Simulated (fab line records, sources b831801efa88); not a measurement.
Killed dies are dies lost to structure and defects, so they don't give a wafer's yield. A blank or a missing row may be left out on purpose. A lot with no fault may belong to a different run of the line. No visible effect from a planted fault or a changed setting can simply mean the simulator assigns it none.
fab line records | flow sky130
record lots=24 wafers=72 lastDay=50
route steps=708 shown POLY_GATE@235 LI_CONTACT@363 CONTACT@425 VIA1@459 VIA2@523
lots with no fault: from the same line, run without faults
startH: start of the lot's first displayed wafer, in hours after the record's first day | waitH: time in hours since the lot's previous step | " as in the row above | L1.1+2: several wafers, shown together as one row | - no value, or no start was given | * or withheld: withheld | < > ~ a bound
route shown NAME@n: NAME is a module with steps in the file, n the number in the route of the first one | usual: average and standard deviation across the fault-free wafers | same: alike in all rows | chamber/n: place in a boat | sites: readings site by site | _std_site: their standard deviation | _edge_site: outer sites' mean less inner sites' | radiusMm: for every site, how far away it sits from the centre of the wafer | mask NAME#n: copy n | behind: the last tool/chamber to shape the wafer | hold: the reason the lot was held/the length of the hold in hours/how it ended | device: which transistor (n, p or np) failed to switch | end of line: tests run on the same wafers once the route is complete | for a step that has no rows: nothing shown but its recipe | killed: dies that structure and defects cost at the first sort, which is not the same as the wafer's yield | map: shows each die of a wafer: x if killed, . if not, _ if none is there
set.NAME: the setting as run; set.NAME@STEP: as run at that earlier step | model.NAME: the simulator's own value behind a step, which no gauge read
steps of the route over a sample of lots; a table a step, a row a wafer
services: from which hour (startH, from the record's first day; less than 0 if before it) a tool's chamber was out of use, for how many hours, and why
## steps
# step SKY_POLY_GATE_THK_MEAS_21
# recipe reads=SiO2_of_POLY_GATE_OXIDATION_20
# usual POLY_GATE_OXIDATION_THK=4.01/0.07
# columns lot.wafer tool chamber startH waitH POLY_GATE_OXIDATION_THK[nm]
L074.1 filmMetro-02 - 374.73 0.0 4.02
L074.3 " - " " 3.94
L074.4 " - " " 3.93
L075.4 filmMetro-04 - 374.76 0.0 3.98
L075.5 " - " " 4.02
L075.6 " - " " 3.96
L076.3 filmMetro-03 - 385.44 0.0 4.05
L076.5 " - " " 4.05
L076.6 " - " " 4.11
L077.1 filmMetro-04 - 391.07 0.0 4.13
L077.3 " - " " 4.06
L077.4 " - " " 4.10
L078.2 filmMetro-02 - 401.00 0.0 4.02
L078.3 " - " " 4.08
L078.4 " - " " 4.12
L079.3 filmMetro-04 - 419.30 0.0 4.03
L079.4 " - " " 4.08
L079.6 " - " " 3.98
L080.1 filmMetro-03 - 424.71 0.0 4.14
L080.3 " - " " 4.11
L080.6 " - " " 4.13
L081.3 filmMetro-03 - 440.64 0.0 3.97
L081.4 " - " " 4.01
L081.6 " - " " 4.00
L082.4 filmMetro-02 - 444.42 0.0 4.03
L082.5 " - " " 3.98
L082.6 " - " " 4.01
L083.1 filmMetro-02 - 456.05 0.0 4.02
L083.2 " - " " 4.10
L083.4 " - " " 4.09
L085.1 filmMetro-04 - 468.86 0.0 3.94
L085.4 " - " " 3.93
L085.6 " - " " 3.85
L084.2 filmMetro-02 - 468.88 0.0 4.01
L084.5 " - " " 3.89
L084.6 " - " " 3.94
L086.3 filmMetro-02 - 476.59 0.0 3.93
L086.4 " - " " 3.91
L086.6 " - " " 3.97
L087.3 filmMetro-02 - 494.44 0.0 4.06
L087.4 " - " " 4.02
L087.6 " - " " 4.00
L088.2 filmMetro-03 - 501.78 0.0 4.04
L088.4 " - " " 4.05
L088.6 " - " " 4.13
L089.2 filmMetro-03 - 505.47 0.0 3.96
L089.3 " - " " 3.96
L089.5 " - " " 3.94
L090.3 filmMetro-02 - 515.34 0.0 4.06
L090.5 " - " " 4.07
L090.6 " - " " 4.15
L091.1 filmMetro-02 - 524.16 0.0 4.00
L091.3 " - " " 4.05
L091.6 " - " " 4.03
L092.1 filmMetro-04 - 533.10 0.0 3.93
L092.3 " - " " 3.96
L092.5 " - " " 3.93
L093.2 filmMetro-03 - 537.98 0.0 4.00
L093.4 " - " " 4.01
L093.6 " - " " 3.99
L094.1 filmMetro-04 - 546.87 0.0 3.95
L094.4 " - " " 4.01
L094.6 " - " " 3.94
L095.2 filmMetro-03 - 556.43 0.0 4.08
L095.5 " - " " 4.11
L095.6 " - " " 4.07
L096.1 filmMetro-02 - 588.33 0.0 3.97
L096.3 " - " " 3.90
L096.4 " - " " 3.96
L097.2 filmMetro-04 - 588.34 0.0 3.97
L097.4 " - " " 4.02
L097.5 " - " " 3.94
# step SKY_LI_CONTACT_THK_MEAS_01
# recipe reads=PSG_of_LI_CONTACT_HDPCVD_00
# usual LI_CONTACT_HDPCVD_THK=925/8.2
# columns lot.wafer tool chamber startH waitH LI_CONTACT_HDPCVD_THK[nm]
L074.1 filmMetro-03 - 645.73 0.1 934
L074.3 " - " " 930
L074.4 " - " " 923
L075.4 filmMetro-04 - 647.76 0.0 928
L075.5 " - " " 929
L075.6 " - " " 919
L076.3 filmMetro-04 - 675.18 0.1 928
L076.5 " - " " 923
L076.6 " - " " 927
L077.1 filmMetro-02 - 675.28 0.1 933
L077.3 " - " " 939
L077.4 " - " " 925
L078.2 filmMetro-02 - 675.94 0.1 931
L078.3 " - " " 929
L078.4 " - " " 938
L079.3 filmMetro-04 - 688.47 0.1 911
L079.4 " - " " 921
L079.6 " - " " 918
L080.1 filmMetro-03 - 695.91 0.1 926
L080.3 " - " " 926
L080.6 " - " " 928
L081.3 filmMetro-02 - 709.74 0.1 929
L081.4 " - " " 915
L081.6 " - " " 933
L082.4 filmMetro-04 - 712.82 0.0 930
L082.5 " - " " 943
L082.6 " - " " 929
L083.1 filmMetro-04 - 725.99 0.1 936
L083.2 " - " " 926
L083.4 " - " " 934
L085.1 filmMetro-02 - 737.01 0.1 931
L085.4 " - " " 931
L085.6 " - " " 939
L084.2 filmMetro-02 - 737.40 0.1 921
L084.5 " - " " 930
L084.6 " - " " 933
L086.3 filmMetro-04 - 743.31 0.1 927
L086.4 " - " " 916
L086.6 " - " " 921
L087.3 filmMetro-03 - 761.19 0.1 929
L087.4 " - " " 920
L087.6 " - " " 934
L088.2 filmMetro-04 - 768.24 0.1 935
L088.4 " - " " 925
L088.6 " - " " 922
L089.2 filmMetro-04 - 780.64 0.1 917
L089.3 " - " " 912
L089.5 " - " " 917
L090.3 filmMetro-04 - 781.01 0.1 919
L090.5 " - " " 931
L090.6 " - " " 933
L091.1 filmMetro-02 - 787.22 0.1 913
L091.3 " - " " 919
L091.6 " - " " 918
L092.1 filmMetro-03 - 792.88 0.1 931
L092.3 " - " " 937
L092.5 " - " " 926
L093.2 filmMetro-03 - 797.32 0.1 929
L093.4 " - " " 941
L093.6 " - " " 929
L094.1 filmMetro-04 - 804.91 0.1 932
L094.4 " - " " 916
L094.6 " - " " 925
L095.2 filmMetro-03 - 813.65 0.1 920
L095.5 " - " " 922
L095.6 " - " " 911
L096.1 filmMetro-04 - 842.91 0.1 914
L096.3 " - " " 917
L096.4 " - " " 900
L097.2 filmMetro-04 - 843.31 0.1 919
L097.4 " - " " 923
L097.5 " - " " 909
# step SKY_CONTACT_STRIP_19
# recipe chemistry=O2/N2 powerW=1400 pressureMtorr=1500 platenTempC=withheld o2FlowSccm=3000 n2FlowSccm=300 overashFraction=0.5
# usual drypumpMotorCurrentA=5.8/0.39 o2FlowSccm=3000/8.5 oesProductAu=0.380/0.0045 stripTimeToEndpointS=3.604/0.02
# columns lot.wafer tool chamber startH waitH drypumpMotorCurrentA o2FlowSccm oesProductAu rfHoursCounterH stripTimeToEndpointS
L074.1 plasmaAsher-01 1 734.75 - 6.0 3013 0.380 29 3.598
L074.3 " 0 " " 6.5 3009 0.380 - 3.617
L074.4 " 1 " " 6.0 2996 0.391 - 3.600
L075.4 plasmaAsher-03 0 736.75 - 5.7 3011 0.370 - 3.598
L075.5 " 1 " " 5.6 2997 0.381 - 3.622
L075.6 " 0 " " 5.7 3001 0.384 - 3.619
L076.3 plasmaAsher-02 1 762.95 - 6.1 3002 0.381 - 3.611
L076.5 " 1 " " 6.2 2997 0.383 - 3.610
L076.6 " 0 " " 5.2 2998 0.382 - 3.631
L077.1 plasmaAsher-03 0 763.35 - 5.7 3006 0.377 89 3.607
L077.3 " 0 " " 5.7 3008 0.383 - 3.599
L077.4 " 1 " " 5.6 3009 0.376 - 3.615
L078.2 plasmaAsher-02 1 764.21 - 6.1 3009 0.378 2 3.615
L078.3 " 1 " " 6.1 3001 0.384 - 3.587
L078.4 " 0 " " 5.2 3006 0.385 - 3.592
L079.3 plasmaAsher-03 1 775.15 - 5.7 2999 0.386 - 3.600
L079.4 " 0 " " 5.7 3003 0.387 - 3.580
L079.6 " 0 " " 5.7 3001 0.383 - 3.616
L080.1 plasmaAsher-01 1 782.76 - 6.0 2992 0.383 34 3.580
L080.3 " 1 " " 6.0 2998 0.382 - 3.592
L080.6 " 0 " " 6.5 2996 0.373 - 3.593
L081.3 plasmaAsher-02 0 794.88 - 5.2 2983 0.384 - 3.626
L081.4 " 1 " " 6.1 2992 0.386 - 3.628
L081.6 " 1 " " 6.1 2990 0.383 - 3.623
L082.4 plasmaAsher-02 0 796.90 - 5.2 2983 0.388 - 3.609
L082.5 " 1 " " 6.1 3011 0.378 - 3.603
L082.6 " 0 " " 5.2 3013 0.383 - 3.597
L083.1 plasmaAsher-02 1 810.76 - 6.1 2998 0.378 8 3.573
L083.2 " 0 " " 5.2 3019 0.383 8 3.576
L083.4 " 1 " " 6.1 3013 0.383 - 3.581
L085.1 plasmaAsher-03 1 820.11 - 5.7 3003 0.374 92 3.613
L085.4 " 0 " " 5.7 2999 0.378 - 3.621
L085.6 " 1 " " 5.7 3007 0.381 - 3.613
L084.2 plasmaAsher-02 1 820.81 - 6.1 3009 0.379 10 3.604
L084.5 " 0 " " 5.2 2991 0.381 - 3.596
L084.6 " 1 " " 6.1 2980 0.381 - 3.602
L086.3 plasmaAsher-02 1 826.28 - 6.1 2999 0.383 - 3.597
L086.4 " 0 " " 5.3 3017 0.381 - 3.598
L086.6 " 0 " " 5.3 3002 0.380 - 3.608
L087.3 plasmaAsher-02 1 843.45 - 6.1 2994 0.373 - 3.587
L087.4 " 0 " " 5.2 3008 0.380 - 3.586
L087.6 " 0 " " 5.2 3005 0.389 - 3.594
L088.2 plasmaAsher-02 0 850.81 - 5.2 3007 0.384 13 3.591
L088.4 " 1 " " 6.1 3008 0.382 - 3.583
L088.6 " 0 " " 5.3 2993 0.390 - 3.581
L089.2 plasmaAsher-02 0 862.46 - 5.2 2989 0.380 14 3.592
L089.3 " 1 " " 6.1 3009 0.370 - 3.610
L089.5 " 1 " " 6.1 3002 0.380 - 3.601
L090.3 plasmaAsher-03 1 862.85 - 5.7 2994 0.382 - 3.624
L090.5 " 0 " " 5.7 2983 0.378 - 3.621
L090.6 " 1 " " 5.7 2995 0.386 - 3.615
L091.1 plasmaAsher-02 0 868.26 - 5.3 3013 0.377 14 3.633
L091.3 " 1 " " 6.1 3004 0.383 - 3.626
L091.6 " 0 " " 5.2 3010 0.384 - 3.632
L092.1 plasmaAsher-03 0 875.16 - 5.7 2998 0.379 98 3.581
L092.3 " 0 " " 5.7 2989 0.384 - 3.603
L092.5 " 0 " " 5.7 2999 0.379 - 3.615
L093.2 plasmaAsher-03 0 879.30 - 5.7 2988 0.385 98 3.591
L093.4 " 0 " " 5.6 2982 0.376 - 3.585
L093.6 " 0 " " 5.7 2998 0.381 - 3.563
L094.1 plasmaAsher-02 1 886.56 - 6.1 3005 0.383 16 3.592
L094.4 " 0 " " 5.3 2999 0.377 - 3.580
L094.6 " 1 " " 6.1 3004 0.382 - 3.605
L095.2 plasmaAsher-03 1 894.61 - 5.6 3003 0.379 100 3.618
L095.5 " 1 " " 5.7 2989 0.375 - 3.592
L095.6 " 0 " " 5.7 2998 0.380 - 3.581
L096.1 plasmaAsher-01 1 923.30 - 6.0 3004 0.389 45 3.607
L096.3 " 0 " " 6.5 2992 0.376 - 3.595
L096.4 " 1 " " 6.0 3007 0.380 - 3.589
L097.2 plasmaAsher-01 1 924.61 - 6.0 2990 0.383 45 3.635
L097.4 " 1 " " 6.0 3005 0.388 - 3.635
L097.5 " 0 " " 6.5 2999 0.380 - 3.610
# step SKY_CONTACT_CMP_27
# recipe stopOn=SiO2 tOverpolishS=15 downForcePsi=3.5 platenRpm=60 targetThkNm=0 padVelocityMS=0.94248
# usual edgeZonePressureFrac=1.000/0.0043 motorCurrentA=10.7/0.69 overpolishRunS=14.999/0.0093 timeToEndpointS=83.4/2.5
# same tOverpolishS=15
# columns lot.wafer tool chamber startH waitH edgeZonePressureFrac motorCurrentA overpolishRunS timeToEndpointS
L074.1 cmp-01 0 735.71 0.1 1.003 10.5 14.993 79.8
L074.4 " 1 " " 0.998 11.0 14.975 83.9
L074.3 " 3 " " 1.002 10.9 14.999 80.7
L075.4 cmp-01 0 737.79 0.1 1.001 10.7 15.009 82.7
L075.6 " 3 " " 1.001 11.1 14.988 79.9
L075.5 " 0 " " 1.002 10.4 15.006 81.9
L076.3 cmp-01 2 763.95 0.1 1.001 10.3 14.999 86.2
L076.6 " 1 " " 1.000 10.3 15.002 87.2
L076.5 " 2 " " 1.002 10.3 15.017 85.1
L077.1 cmp-01 2 764.70 0.4 0.999 10.5 15.009 87.6
L077.4 " 3 " " 0.996 11.1 15.002 85.1
L077.3 " 0 " " 1.001 11.0 15.000 85.0
L078.4 cmp-01 0 765.55 0.4 0.998 10.6 15.020 86.0
L078.3 " 2 " " 0.999 10.5 14.981 86.0
L078.2 " 3 " " 1.002 10.5 14.995 80.9
L079.4 cmp-01 2 776.11 0.0 1.000 10.0 14.996 84.1
L079.3 " 1 " " 0.994 10.8 15.005 85.7
L079.6 " 3 " " 1.000 10.4 14.995 88.0
L080.3 cmp-02 3 783.71 0.0 1.003 9.7 15.012 83.3
L080.1 " 2 " " 1.005 10.4 15.004 77.6
L080.6 " 3 " " 0.997 9.3 14.996 82.6
L081.3 cmp-01 2 795.79 0.0 1.005 10.4 15.001 88.1
L081.4 " 0 " " 0.999 10.7 14.980 84.4
L081.6 " 3 " " 0.993 11.4 14.991 86.1
L082.4 cmp-01 3 797.81 0.0 1.002 10.2 15.013 85.6
L082.5 " 3 " " 0.988 11.0 15.001 83.4
L082.6 " 0 " " 0.998 10.1 15.006 84.4
L083.1 cmp-01 0 811.71 0.1 0.996 10.4 14.997 83.7
L083.4 " 1 " " 0.996 10.2 15.001 81.9
L083.2 " 2 " " 1.010 10.5 15.000 82.3
L085.4 cmp-01 0 821.11 0.1 0.998 10.3 15.010 78.7
L085.1 " 2 " " 0.999 10.8 15.000 84.9
L085.6 " 0 " " 1.000 11.2 15.009 82.0
L084.2 cmp-01 1 821.90 0.2 0.995 11.3 14.980 85.3
L084.5 " 2 " " 1.000 10.7 15.000 84.1
L084.6 " 3 " " 1.007 11.0 14.998 81.5
L086.4 cmp-02 3 827.31 0.1 0.999 9.2 15.003 82.3
L086.3 " 1 " " 1.003 11.2 14.996 82.0
L086.6 " 3 " " 1.002 9.2 14.998 81.7
L087.4 cmp-01 2 844.44 0.0 1.006 10.4 14.986 87.2
L087.3 " 1 " " 1.005 10.4 15.005 88.7
L087.6 " 2 " " 0.997 11.0 15.000 87.6
L088.2 cmp-02 2 851.75 0.0 0.997 11.8 14.982 80.9
L088.4 " 0 " " 0.989 11.9 15.020 77.8
L088.6 " 2 " " 1.001 11.4 15.011 81.3
L089.3 cmp-01 1 863.41 0.0 0.999 10.6 15.000 80.7
L089.2 " 3 " " 1.004 10.7 15.011 82.0
L089.5 " 2 " " 1.002 10.2 15.001 84.7
L090.3 cmp-02 2 863.91 0.2 0.999 11.2 15.006 81.5
L090.5 " 3 " " 0.999 9.3 15.002 84.5
L090.6 " 0 " " 1.001 12.0 14.995 84.6
L091.3 cmp-01 0 869.25 0.1 1.000 9.9 15.001 88.2
L091.1 " 1 " " 0.998 10.5 15.008 88.3
L091.6 " 3 " " 0.999 10.6 15.005 86.1
L092.1 cmp-02 1 876.56 0.4 1.001 11.4 15.024 83.3
L092.3 " 0 " " 1.000 12.3 15.000 85.1
L092.5 " 2 " " 0.990 11.0 15.001 81.0
L093.4 cmp-01 1 880.37 0.1 1.010 11.0 15.009 83.7
L093.2 " 3 " " 1.005 10.6 14.987 85.5
L093.6 " 1 " " 1.000 11.4 14.982 81.9
L094.1 cmp-02 3 887.54 0.1 0.999 9.4 14.984 84.7
L094.4 " 0 " " 1.010 12.2 15.006 83.6
L094.6 " 3 " " 1.001 9.5 14.995 82.2
L095.2 cmp-01 0 895.66 0.1 1.006 10.4 15.006 84.3
L095.5 " 2 " " 0.999 10.0 15.000 82.0
L095.6 " 3 " " 0.999 10.3 14.987 81.2
L096.1 cmp-02 2 924.34 0.1 1.000 11.2 15.000 84.8
L096.4 " 3 " " 1.008 8.9 15.007 87.4
L096.3 " 0 " " 0.997 10.8 14.987 84.3
L097.2 cmp-01 0 925.57 0.0 1.006 10.3 15.003 79.8
L097.4 " 1 " " 0.999 10.6 14.988 81.7
L097.5 " 1 " " 1.006 10.1 14.996 80.7
# step SKY_VIA1_THK_MEAS_01
# recipe reads=SiO2_of_VIA1_HDPCVD_00
# usual VIA1_HDPCVD_THK=1032/9.6
# columns lot.wafer tool chamber startH waitH VIA1_HDPCVD_THK[nm]
L074.1 filmMetro-04 - 764.29 0.1 1041
L074.3 " - " " 1030
L074.4 " - " " 1036
L075.4 filmMetro-04 - 766.85 0.0 1036
L075.5 " - " " 1034
L075.6 " - " " 1042
L076.3 filmMetro-04 - 791.72 0.1 1024
L076.5 " - " " 1021
L076.6 " - " " 1049
L077.1 filmMetro-04 - 792.07 0.1 1057
L077.3 " - " " 1053
L077.4 " - " " 1059
L078.2 filmMetro-04 - 793.31 0.1 1031
L078.3 " - " " 1034
L078.4 " - " " 1032
L079.3 filmMetro-02 - 803.67 0.1 1039
L079.4 " - " " 1033
L079.6 " - " " 1031
L080.1 filmMetro-02 - 811.95 0.1 1021
L080.3 " - " " 1031
L080.6 " - " " 1014
L081.3 filmMetro-02 - 823.77 0.1 1020
L081.4 " - " " 1028
L081.6 " - " " 1031
L082.4 filmMetro-04 - 826.08 0.0 1046
L082.5 " - " " 1039
L082.6 " - " " 1029
L083.1 filmMetro-04 - 840.00 0.1 1032
L083.2 " - " " 1032
L083.4 " - " " 1019
L085.1 filmMetro-04 - 848.61 0.1 1036
L085.4 " - " " 1034
L085.6 " - " " 1029
L084.2 filmMetro-04 - 849.57 0.1 1031
L084.5 " - " " 1046
L084.6 " - " " 1030
L086.3 filmMetro-02 - 854.79 0.1 1026
L086.4 " - " " 1026
L086.6 " - " " 1022
L087.3 filmMetro-04 - 872.58 0.1 1010
L087.4 " - " " 1021
L087.6 " - " " 1019
L088.2 filmMetro-02 - 879.38 0.1 1017
L088.4 " - " " 1039
L088.6 " - " " 1030
L089.2 filmMetro-02 - 890.32 0.1 1041
L089.3 " - " " 1032
L089.5 " - " " 1046
L090.3 filmMetro-03 - 890.64 0.1 1029
L090.5 " - " " 1036
L090.6 " - " " 1037
L091.1 filmMetro-03 - 897.18 0.1 1042
L091.3 " - " " 1046
L091.6 " - " " 1050
L092.1 filmMetro-02 - 903.41 0.1 1023
L092.3 " - " " 1026
L092.5 " - " " 1035
L093.2 filmMetro-04 - 906.95 0.1 1031
L093.4 " - " " 1028
L093.6 " - " " 1024
L094.1 filmMetro-02 - 914.26 0.1 1026
L094.4 " - " " 1021
L094.6 " - " " 1023
L095.2 filmMetro-03 - 922.17 0.1 1024
L095.5 " - " " 1029
L095.6 " - " " 1014
L096.1 filmMetro-02 - 950.39 0.1 1028
L096.3 " - " " 1037
L096.4 " - " " 1035
L097.2 filmMetro-02 - 951.13 0.1 1038
L097.4 " - " " 1027
L097.5 " - " " 1034
# step SKY_VIA2_STRIP_16
# recipe chemistry=O2/N2 powerW=1400 pressureMtorr=1500 platenTempC=withheld o2FlowSccm=3000 n2FlowSccm=300 overashFraction=0.5
# usual drypumpMotorCurrentA=5.9/0.4 o2FlowSccm=2999/9 oesProductAu=0.398/0.0046 stripTimeToEndpointS=4.030/0.018
# columns lot.wafer tool chamber startH waitH drypumpMotorCurrentA o2FlowSccm oesProductAu rfHoursCounterH stripTimeToEndpointS
L074.1 plasmaAsher-01 1 846.54 0.0 6.0 3009 0.400 37 4.030
L074.3 " 1 " " 6.0 2994 0.400 - 4.049
L074.4 " 0 " " 6.5 3005 0.399 - 4.059
L075.4 plasmaAsher-01 1 848.96 0.1 6.0 2994 0.396 - 4.060
L075.5 " 1 " " 6.0 2991 0.397 - 4.056
L075.6 " 0 " " 6.5 3001 0.407 - 4.052
L076.3 plasmaAsher-01 1 873.07 0.1 6.0 2985 0.393 - 4.034
L076.5 " 0 " " 6.5 2987 0.401 - 4.037
L076.6 " 1 " " 6.0 2992 0.405 - 4.031
L077.1 plasmaAsher-02 0 874.47 0.0 5.2 3026 0.400 15 4.019
L077.3 " 1 " " 6.1 2995 0.401 - 4.047
L077.4 " 0 " " 5.2 3004 0.399 - 4.052
L078.2 plasmaAsher-02 0 875.53 0.0 5.2 3002 0.395 15 4.035
L078.3 " 1 " " 6.1 2985 0.407 - 3.994
L078.4 " 0 " " 5.2 2992 0.395 - 3.998
L079.3 plasmaAsher-02 1 886.00 0.1 6.1 2996 0.403 - 4.041
L079.4 " 0 " " 5.2 2980 0.397 - 4.022
L079.6 " 1 " " 6.1 3011 0.399 - 4.025
L080.1 plasmaAsher-01 0 894.03 0.0 6.5 2993 0.401 42 4.027
L080.3 " 0 " " 6.5 3000 0.399 - 4.053
L080.6 " 1 " " 6.0 3008 0.394 - 4.051
L081.3 plasmaAsher-01 0 905.87 0.1 6.5 3025 0.395 - 4.029
L081.4 " 1 " " 6.0 2994 0.393 - 4.006
L081.6 " 0 " " 6.5 3019 0.401 - 4.008
L082.4 plasmaAsher-01 0 906.86 0.1 6.5 2993 0.390 - 4.018
L082.5 " 0 " " 6.5 2997 0.395 - 4.014
L082.6 " 1 " " 6.0 2991 0.395 - 4.028
L083.1 plasmaAsher-02 1 920.18 0.0 6.1 3008 0.399 19 4.038
L083.2 " 0 " " 5.2 3020 0.381 19 3.992
L083.4 " 0 " " 5.2 3004 0.392 - 4.006
L085.1 plasmaAsher-03 1 929.37 0.0 5.7 3004 0.396 103 4.031
L085.4 " 0 " " 5.7 2992 0.402 - 4.018
L085.6 " 0 " " 5.7 2994 0.403 - 4.021
L084.2 plasmaAsher-03 0 929.79 0.0 5.6 2988 0.400 103 4.001
L084.5 " 1 " " 5.7 3011 0.396 - 4.009
L084.6 " 0 " " 5.7 2987 0.403 - 4.030
L086.3 plasmaAsher-01 0 934.57 0.1 6.5 3009 0.398 - 4.027
L086.4 " 1 " " 6.1 2990 0.401 - 4.024
L086.6 " 1 " " 6.0 2985 0.394 - 3.999
L087.3 plasmaAsher-03 1 950.46 0.1 5.7 3000 0.390 - 4.026
L087.4 " 0 " " 5.6 2982 0.395 - 4.026
L087.6 " 0 " " 5.7 2981 0.404 - 4.010
L088.2 plasmaAsher-01 1 958.14 0.0 6.0 2997 0.397 49 4.057
L088.4 " 1 " " 6.0 3004 0.398 - 4.012
L088.6 " 0 " " 6.5 3016 0.400 - 4.030
L089.2 plasmaAsher-03 0 966.94 0.0 5.7 2992 0.399 108 4.051
L089.3 " 1 " " 5.7 2999 0.405 - 4.034
L089.5 " 0 " " 5.7 3000 0.388 - 4.011
L090.3 plasmaAsher-01 0 969.67 0.1 6.5 3004 0.394 - 4.015
L090.5 " 1 " " 6.0 3000 0.400 - 4.033
L090.6 " 0 " " 6.5 2994 0.399 - 4.046
L091.1 plasmaAsher-01 1 973.98 0.0 6.0 2984 0.400 51 4.034
L091.3 " 0 " " 6.5 2994 0.402 - 4.037
L091.6 " 0 " " 6.5 3002 0.398 - 4.061
L092.1 plasmaAsher-03 1 979.44 0.0 5.6 2997 0.394 110 4.066
L092.3 " 0 " " 5.7 2999 0.391 - 4.068
L092.5 " 0 " " 5.7 3004 0.399 - 4.036
L093.2 plasmaAsher-02 1 982.44 0.0 6.1 2992 0.394 27 4.003
L093.4 " 1 " " 6.1 2992 0.397 - 4.025
L093.6 " 0 " " 5.2 3002 0.398 - 4.018
L094.1 plasmaAsher-02 1 989.97 0.0 6.1 3019 0.399 27 4.031
L094.4 " 0 " " 5.2 3009 0.394 - 4.021
L094.6 " 1 " " 6.1 3011 0.390 - 4.029
L095.2 plasmaAsher-02 0 997.31 0.0 5.2 3005 0.401 28 4.051
L095.5 " 0 " " 5.2 2991 0.401 - 4.045
L095.6 " 1 " " 6.1 3005 0.398 - 4.050
L096.1 plasmaAsher-03 0 1023.47 0.0 5.7 2998 0.400 114 4.013
L096.3 " 0 " " 5.7 3005 0.399 - 4.031
L096.4 " 1 " " 5.7 3014 0.406 - 4.024
L097.2 plasmaAsher-03 1 1024.19 0.0 5.7 2997 0.403 114 4.037
L097.4 " 0 " " 5.7 2988 0.396 - 4.016
L097.5 " 1 " " 5.7 2992 0.399 - 4.032
## services
# columns tool chamber startH hours kind
plasmaAsher-02 - 733.75 9.0 pm
plasmaAsher-02 0 733.75 9.0 ventCycle
plasmaAsher-02 1 733.75 9.0 ventCycle
plasmaAsher-02 0 742.75 - clean
plasmaAsher-02 1 742.75 - clean
cmp-01 - 744.17 4.0 pm
cmp-01 - 748.17 - consumableReplace:conditioner
plasmaAsher-03 - 751.39 2.1 repair
cmp-02 - 760.87 7.6 pm
cmp-02 - 777.06 0.4 repair
plasmaAsher-03 - 781.30 2.8 pm
cmp-02 - 787.01 1.3 repair
plasmaAsher-03 - 789.63 17.3 repair
plasmaAsher-01 - 791.39 28.3 pm
cmp-01 - 799.99 0.9 repair
plasmaAsher-03 - 817.75 1.3 repair
cmp-02 - 844.74 3.4 pm
cmp-02 - 852.67 2.3 repair
cmp-02 - 861.98 1.3 repair
cmp-01 - 873.83 3.1 repair
cmp-02 - 912.14 4.0 pm
cmp-02 - 973.11 12.0 pm
cmp-01 - 984.86 1.3 repair
cmp-01 - 1021.88 10.0 pm
## key
fault none
